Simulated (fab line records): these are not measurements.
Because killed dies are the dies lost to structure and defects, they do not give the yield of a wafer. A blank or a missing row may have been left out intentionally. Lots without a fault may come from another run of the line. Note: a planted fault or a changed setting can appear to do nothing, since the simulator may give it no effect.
Which tool did it? / flow gf180mcu / 11 lots, 33 wafers sampled, at 5 steps of a route of 602

== WHAT THE GAUGES SHOWED, per wafer ==
GF_CONTACT_THK_MEAS_01.
lot=L699; measured=day 16 05:52; on=filmMetro-02; CONTACT_CVD_00_THK (nm)=298 298 297
lot=L700; measured=day 16 16:29; on=filmMetro-02; CONTACT_CVD_00_THK (nm)=295 297 294
lot=L701; measured=day 16 20:48; on=filmMetro-01; CONTACT_CVD_00_THK (nm)=304 301 301
lot=L705; measured=day 18 02:10; on=filmMetro-02; CONTACT_CVD_00_THK (nm)=255 258 255
lot=L707; measured=day 18 20:33; on=filmMetro-02; CONTACT_CVD_00_THK (nm)=257 257 254
lot=L713; measured=day 21 05:01; on=filmMetro-04; CONTACT_CVD_00_THK (nm)=297 302 301
lot=L714; measured=day 21 13:01; on=filmMetro-01; CONTACT_CVD_00_THK (nm)=304 299 303
lot=L716; measured=day 22 12:44; on=filmMetro-01; CONTACT_CVD_00_THK (nm)=305 306 299
lot=L717; measured=day 22 16:53; on=filmMetro-01; CONTACT_CVD_00_THK (nm)=299 302 298
lot=L718; measured=day 23 04:28; on=filmMetro-04; CONTACT_CVD_00_THK (nm)=297 301 298
lot=L719; measured=day 23 13:58; on=filmMetro-02; CONTACT_CVD_00_THK (nm)=298 293 298

== WHICH TOOL RAN EACH LOT (tool, then ch and the chambers of the sampled wafers, then the start) ==
lot=L699; GF_PSD_STRIP_10=plasmaAsher-04 ch 0,1, day 15 06:50; GF_SAB_STRIP_13=plasmaAsher-02 ch 1, day 16 05:04; GF_SALICIDE_SPUTTER_02=pvdSputter-02, day 16 05:17; GF_CONTACT_CVD_00=hdpcvd-01 ch 0,2, day 16 05:49
lot=L700; GF_PSD_STRIP_10=plasmaAsher-04 ch 0,1, day 15 17:20; GF_SAB_STRIP_13=plasmaAsher-03 ch 0,1, day 16 15:42; GF_SALICIDE_SPUTTER_02=pvdSputter-01, day 16 15:55; GF_CONTACT_CVD_00=hdpcvd-01 ch 0,1,2, day 16 16:26
lot=L701; GF_PSD_STRIP_10=plasmaAsher-04 ch 0,1, day 15 21:28; GF_SAB_STRIP_13=plasmaAsher-02 ch 0,1, day 16 20:03; GF_SALICIDE_SPUTTER_02=pvdSputter-02, day 16 20:14; GF_CONTACT_CVD_00=hdpcvd-02 ch 0,1, day 16 20:46
lot=L705; GF_PSD_STRIP_10=plasmaAsher-04 ch 0,1, day 17 02:59; GF_SAB_STRIP_13=plasmaAsher-02 ch 0,1, day 18 01:24; GF_SALICIDE_SPUTTER_02=pvdSputter-03, day 18 01:35; GF_CONTACT_CVD_00=hdpcvd-02 ch 1,2, day 18 02:07
lot=L707; GF_PSD_STRIP_10=plasmaAsher-01 ch 0,1, day 17 21:02; GF_SAB_STRIP_13=plasmaAsher-03 ch 0,1, day 18 19:47; GF_SALICIDE_SPUTTER_02=pvdSputter-02, day 18 19:59; GF_CONTACT_CVD_00=hdpcvd-02 ch 1,2, day 18 20:31
lot=L713; GF_PSD_STRIP_10=plasmaAsher-01 ch 0,1, day 20 03:23; GF_SAB_STRIP_13=plasmaAsher-04 ch 0,1, day 21 04:15; GF_SALICIDE_SPUTTER_02=pvdSputter-03, day 21 04:26; GF_CONTACT_CVD_00=hdpcvd-01 ch 0,2, day 21 04:58
lot=L714; GF_PSD_STRIP_10=plasmaAsher-03 ch 0,1, day 20 11:24; GF_SAB_STRIP_13=plasmaAsher-02 ch 0,1, day 21 12:17; GF_SALICIDE_SPUTTER_02=pvdSputter-01, day 21 12:26; GF_CONTACT_CVD_00=hdpcvd-01 ch 1,2, day 21 12:58
lot=L716; GF_PSD_STRIP_10=plasmaAsher-03 ch 1, day 21 11:47; GF_SAB_STRIP_13=plasmaAsher-03 ch 0,1, day 22 11:58; GF_SALICIDE_SPUTTER_02=pvdSputter-02, day 22 12:08; GF_CONTACT_CVD_00=hdpcvd-02 ch 1,2, day 22 12:41
lot=L717; GF_PSD_STRIP_10=plasmaAsher-01 ch 0,1, day 21 15:53; GF_SAB_STRIP_13=plasmaAsher-03 ch 0,1, day 22 16:08; GF_SALICIDE_SPUTTER_02=pvdSputter-03, day 22 16:17; GF_CONTACT_CVD_00=hdpcvd-02 ch 0,1,2, day 22 16:49
lot=L718; GF_PSD_STRIP_10=plasmaAsher-01 ch 0,1, day 22 03:59; GF_SAB_STRIP_13=plasmaAsher-02 ch 0, day 23 03:40; GF_SALICIDE_SPUTTER_02=pvdSputter-03, day 23 03:50; GF_CONTACT_CVD_00=hdpcvd-02 ch 1,2, day 23 04:25
lot=L719; GF_PSD_STRIP_10=plasmaAsher-01 ch 0,1, day 22 13:55; GF_SAB_STRIP_13=plasmaAsher-02 ch 0,1, day 23 13:14; GF_SALICIDE_SPUTTER_02=pvdSputter-01, day 23 13:23; GF_CONTACT_CVD_00=hdpcvd-02 ch 0,2, day 23 13:55
- GF_PSD_STRIP_10: strips in O2/N2.
- GF_SAB_STRIP_13: strips in O2/N2.
- GF_SALICIDE_SPUTTER_02: material Co, target thk 10 nm, time 20 s.
- GF_CONTACT_CVD_00: deposits SiO2, target thk 300 nm, time 50 s.

== WHAT THE TOOLS THEMSELVES READ (means of the sampled wafers that have a number; where no wafer has one, the mark that the record gives instead) ==
GF_PSD_STRIP_10.
lot=L699; tool=plasmaAsher-04; drypumpMotorCurrentA (A)=5.7; heaterPowerW (W)=346; oesProductAu (a.u.)=0.589; stripTimeToEndpointS (s)=16.51
lot=L700; tool=plasmaAsher-04; drypumpMotorCurrentA (A)=6.0; heaterPowerW (W)=348; oesProductAu (a.u.)=0.594; stripTimeToEndpointS (s)=16.53
lot=L701; tool=plasmaAsher-04; drypumpMotorCurrentA (A)=6.0; heaterPowerW (W)=354; oesProductAu (a.u.)=0.595; stripTimeToEndpointS (s)=16.53
lot=L705; tool=plasmaAsher-04; drypumpMotorCurrentA (A)=6.0; heaterPowerW (W)=351; oesProductAu (a.u.)=0.593; stripTimeToEndpointS (s)=16.56
lot=L707; tool=plasmaAsher-01; drypumpMotorCurrentA (A)=6.1; heaterPowerW (W)=334; oesProductAu (a.u.)=0.597; stripTimeToEndpointS (s)=16.57
lot=L713; tool=plasmaAsher-01; drypumpMotorCurrentA (A)=5.9; heaterPowerW (W)=320; oesProductAu (a.u.)=0.591; stripTimeToEndpointS (s)=16.56
lot=L714; tool=plasmaAsher-03; drypumpMotorCurrentA (A)=6.1; heaterPowerW (W)=332; oesProductAu (a.u.)=0.596; stripTimeToEndpointS (s)=16.54
lot=L716; tool=plasmaAsher-03; drypumpMotorCurrentA (A)=6.4; heaterPowerW (W)=346; oesProductAu (a.u.)=0.596; stripTimeToEndpointS (s)=16.53
lot=L717; tool=plasmaAsher-01; drypumpMotorCurrentA (A)=6.1; heaterPowerW (W)=318; oesProductAu (a.u.)=0.588; stripTimeToEndpointS (s)=16.50
lot=L718; tool=plasmaAsher-01; drypumpMotorCurrentA (A)=6.1; heaterPowerW (W)=320; oesProductAu (a.u.)=0.590; stripTimeToEndpointS (s)=16.52
lot=L719; tool=plasmaAsher-01; drypumpMotorCurrentA (A)=5.9; heaterPowerW (W)=319; oesProductAu (a.u.)=0.593; stripTimeToEndpointS (s)=16.61

GF_SAB_STRIP_13.
lot=L699; tool=plasmaAsher-02; drypumpMotorCurrentA (A)=6.3; heaterPowerW (W)=356; oesProductAu (a.u.)=0.713; stripTimeToEndpointS (s)=12.68
lot=L700; tool=plasmaAsher-03; drypumpMotorCurrentA (A)=5.7; heaterPowerW (W)=328; oesProductAu (a.u.)=0.712; stripTimeToEndpointS (s)=12.61
lot=L701; tool=plasmaAsher-02; drypumpMotorCurrentA (A)=6.4; heaterPowerW (W)=343; oesProductAu (a.u.)=0.710; stripTimeToEndpointS (s)=12.59
lot=L705; tool=plasmaAsher-02; drypumpMotorCurrentA (A)=6.6; heaterPowerW (W)=334; oesProductAu (a.u.)=0.709; stripTimeToEndpointS (s)=12.57
lot=L707; tool=plasmaAsher-03; drypumpMotorCurrentA (A)=5.7; heaterPowerW (W)=329; oesProductAu (a.u.)=0.710; stripTimeToEndpointS (s)=12.61
lot=L713; tool=plasmaAsher-04; drypumpMotorCurrentA (A)=6.0; heaterPowerW (W)=351; oesProductAu (a.u.)=0.709; stripTimeToEndpointS (s)=12.61
lot=L714; tool=plasmaAsher-02; drypumpMotorCurrentA (A)=6.4; heaterPowerW (W)=340; oesProductAu (a.u.)=0.706; stripTimeToEndpointS (s)=12.59
lot=L716; tool=plasmaAsher-03; drypumpMotorCurrentA (A)=5.7; heaterPowerW (W)=328; oesProductAu (a.u.)=0.713; stripTimeToEndpointS (s)=12.66
lot=L717; tool=plasmaAsher-03; drypumpMotorCurrentA (A)=6.1; heaterPowerW (W)=337; oesProductAu (a.u.)=0.705; stripTimeToEndpointS (s)=12.66
lot=L718; tool=plasmaAsher-02; drypumpMotorCurrentA (A)=6.7; heaterPowerW (W)=319; oesProductAu (a.u.)=0.708; stripTimeToEndpointS (s)=12.67
lot=L719; tool=plasmaAsher-02; drypumpMotorCurrentA (A)=6.5; heaterPowerW (W)=331; oesProductAu (a.u.)=0.716; stripTimeToEndpointS (s)=12.60

GF_SALICIDE_SPUTTER_02.
lot=L699; tool=pvdSputter-02; throttleValvePct (%)=29.6
lot=L700; tool=pvdSputter-01; throttleValvePct (%)=31.4
lot=L701; tool=pvdSputter-02; throttleValvePct (%)=29.3
lot=L705; tool=pvdSputter-03; throttleValvePct (%)=31.6
lot=L707; tool=pvdSputter-02; throttleValvePct (%)=29.7
lot=L713; tool=pvdSputter-03; throttleValvePct (%)=30.6
lot=L714; tool=pvdSputter-01; throttleValvePct (%)=31.1
lot=L716; tool=pvdSputter-02; throttleValvePct (%)=29.5
lot=L717; tool=pvdSputter-03; throttleValvePct (%)=30.8
lot=L718; tool=pvdSputter-03; throttleValvePct (%)=29.7
lot=L719; tool=pvdSputter-01; throttleValvePct (%)=30.5

GF_CONTACT_CVD_00.
lot=L699; tool=hdpcvd-01; sih4FlowSccm (sccm)=59.88; susceptorTempC (C)=400.04
lot=L700; tool=hdpcvd-01; sih4FlowSccm (sccm)=60.04; susceptorTempC (C)=400.18
lot=L701; tool=hdpcvd-02; sih4FlowSccm (sccm)=59.90; susceptorTempC (C)=400.14
lot=L705; tool=hdpcvd-02; sih4FlowSccm (sccm)=50.92; susceptorTempC (C)=399.99
lot=L707; tool=hdpcvd-02; sih4FlowSccm (sccm)=51.26; susceptorTempC (C)=399.78
lot=L713; tool=hdpcvd-01; sih4FlowSccm (sccm)=59.94; susceptorTempC (C)=399.93
lot=L714; tool=hdpcvd-01; sih4FlowSccm (sccm)=60.11; susceptorTempC (C)=399.99
lot=L716; tool=hdpcvd-02; sih4FlowSccm (sccm)=60.15; susceptorTempC (C)=399.90
lot=L717; tool=hdpcvd-02; sih4FlowSccm (sccm)=60.05; susceptorTempC (C)=400.20
lot=L718; tool=hdpcvd-02; sih4FlowSccm (sccm)=60.00; susceptorTempC (C)=399.86
lot=L719; tool=hdpcvd-02; sih4FlowSccm (sccm)=60.07; susceptorTempC (C)=399.98

== THE ANSWER, worked out from the rows above alone ==
Rule: the lots themselves supply what counts as usual. Put in order of their means at a reading, lots are off if they are a third of the lots or fewer, leave a main group of 4 or more, and stand apart from it by a gap of 3 or more times the standard deviation of the main group's means; of several such gaps the widest counts. The tables above print the reading to a certain number of digits; a main group whose means all agree to those digits is not used. A lot without any number at a reading at which 4 lots or more have one is off too. All remaining lots with rows at the step are treated as sound. After the gauges, taken in route order, come the tools' own readings; for these a lot's mean is taken, as printed above. At the first step where some lot is off, the reading lying furthest off is the one used; lots without a number count as furthest.
Off: at GF_CONTACT_THK_MEAS_01 (CONTACT_CVD_00_THK), L705, L707. Mean 299 nm and standard deviation 2.6 in the main group.
A tool fits if, at a process step before that reading, it ran every lot that is off, and no sound lot after the first of them. The gauges at GF_CONTACT_THK_MEAS_01 aren't tried: what is off there is off at GF_CONTACT_CVD_00 too, on other tools, and a gauge's error can't cause that. None of those tried fits.

== WHAT WAS PUT IN BY THE SIMULATOR ==
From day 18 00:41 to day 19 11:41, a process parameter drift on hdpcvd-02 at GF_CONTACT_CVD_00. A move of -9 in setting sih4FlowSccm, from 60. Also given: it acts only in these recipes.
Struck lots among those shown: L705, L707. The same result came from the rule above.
